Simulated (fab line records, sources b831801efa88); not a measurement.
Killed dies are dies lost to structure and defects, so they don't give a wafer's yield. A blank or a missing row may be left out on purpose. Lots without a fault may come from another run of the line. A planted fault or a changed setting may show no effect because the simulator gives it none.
Problem report in the 8D (eight disciplines) form, filled by code | flow sfq_line | the parts of the form that need people (team, actions taken, sign-off) are left out

1. THE PROBLEM
R5_MONX_RS at SFQ_R5_RS_MEAS_933 reads a mean of 7.33 ohm/sq on 1 wafer of 1 lot; wafers without a fault read 7.03 ohm/sq with a standard deviation of 0.072. That is +4.2 standard deviations from the usual mean.
The step: measures by four-point-probe.
First seen on wafer L479.4, day 61 21:07, on film_metro-04. The record holds 39 wafers of 13 lots with a number at this step. Rule for "out", or "out of limits": more than 4 standard deviations from the usual mean. The other wafers with a number count as sound.

2. WHAT IT IS AND WHAT IT IS NOT
question                    | is                | is not
which readings at this step | R5_MONX_RS        | -
which lots                  | L479              | L465, L466, L468, L469, L470, L471, L472, L483, L484, L485, L486, L487
which wafers of those lots  | L479.4            | L479.1, L479.3
read on which gauges        | film_metro-04     | film_metro-01, film_metro-03
when                        | from day 61 21:07 | up to then (23 sound wafers); but 15 sound wafers of L483, L484, L485, L486, L487 came after

3. SUSPECTS, AND WHAT RULES EACH OUT
Counting: a tool at a process step up to the reading stays a suspect if it ran every lot that is out. Sound lots after the first of them don't rule it out here, since some wafers of a struck lot are sound.
- the gauge at SFQ_R5_RS_MEAS_933: kept. All the wafers that are out were read on film_metro-04, and no step on other tools shows them out.
- cmp-02 at SFQ_TRILAYER_I3_CMP_CMP_082 (polishes SiO2): kept. It ran the lot that is out, L479 (day 41 15:55); its last sound lot up to then is L470 (day 38 16:57).
- rie_metal-01 at SFQ_TRILAYER_I3_VIA_STRIP_STRIP_089 (strips in O2): kept. It ran the lot that is out, L479 (day 48 09:40); its last sound lot up to then is L471 (day 46 01:40).
- pvd_sputter-03 at SFQ_TRILAYER_R5_DEP_SPUTTER_132 (material Ti, target thk 5 nm, time 5 s): kept. It ran the lot that is out, L479 (day 61 21:02); its last sound lot up to then is L469 (day 58 00:56).
- Within cmp-02 at SFQ_TRILAYER_I3_CMP_CMP_082: the wafers that are out ran in chamber 1; their sound lot-mates ran in chambers 0, 2.
Left after counting: cmp-02 at SFQ_TRILAYER_I3_CMP_CMP_082, rie_metal-01 at SFQ_TRILAYER_I3_VIA_STRIP_STRIP_089, pvd_sputter-03 at SFQ_TRILAYER_R5_DEP_SPUTTER_132, film_metro-04 at SFQ_R5_RS_MEAS_933.

4. THE CAUSE (what the simulator had put in)
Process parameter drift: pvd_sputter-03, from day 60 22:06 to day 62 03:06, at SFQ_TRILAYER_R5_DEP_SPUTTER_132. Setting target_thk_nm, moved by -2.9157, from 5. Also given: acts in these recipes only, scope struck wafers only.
Counting left 4 suspects, and this tool is among them.

5. THE CHAIN OF EFFECTS, in route order
Each row: a reading whose mean over the struck wafers that have a number lies more than 3 standard deviations from the usual. Only readings for which the record gives a usual standard deviation are gone through. hours: the time from each lot's start at the first step in this table that gives one to its start at this step, as a median over the lots. sigmas: the change in usual standard deviations.
hours | step               | reading    | usual       | on struck wafers | change | sigmas
0     | SFQ_R5_RS_MEAS_933 | R5_MONX_RS | 7.03 ohm/sq | 7.33             | +0.30  | +4.2
Later measuring or inspecting steps at which every struck wafer that the step has a row for has a number for every such reading, and none has moved that far: SFQ_C5_OVL_MEAS_937.

6. WHAT WOULD HAVE CAUGHT IT SOONER
In this record the first reading out of limits at a measuring or inspecting step was taken at day 61 21:07, 23 hours after the fault began at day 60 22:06.
Of the tool readings at SFQ_TRILAYER_R5_DEP_SPUTTER_132 for which the record gives a usual standard deviation, none was out on any struck wafer, so an alarm limit of 4 standard deviations on them would not have fired.
All the lots that are out (1) had begun SFQ_TRILAYER_R5_DEP_SPUTTER_132 on pvd_sputter-03 by day 61 21:07. A hold on the tool at that time would have spared none of them.
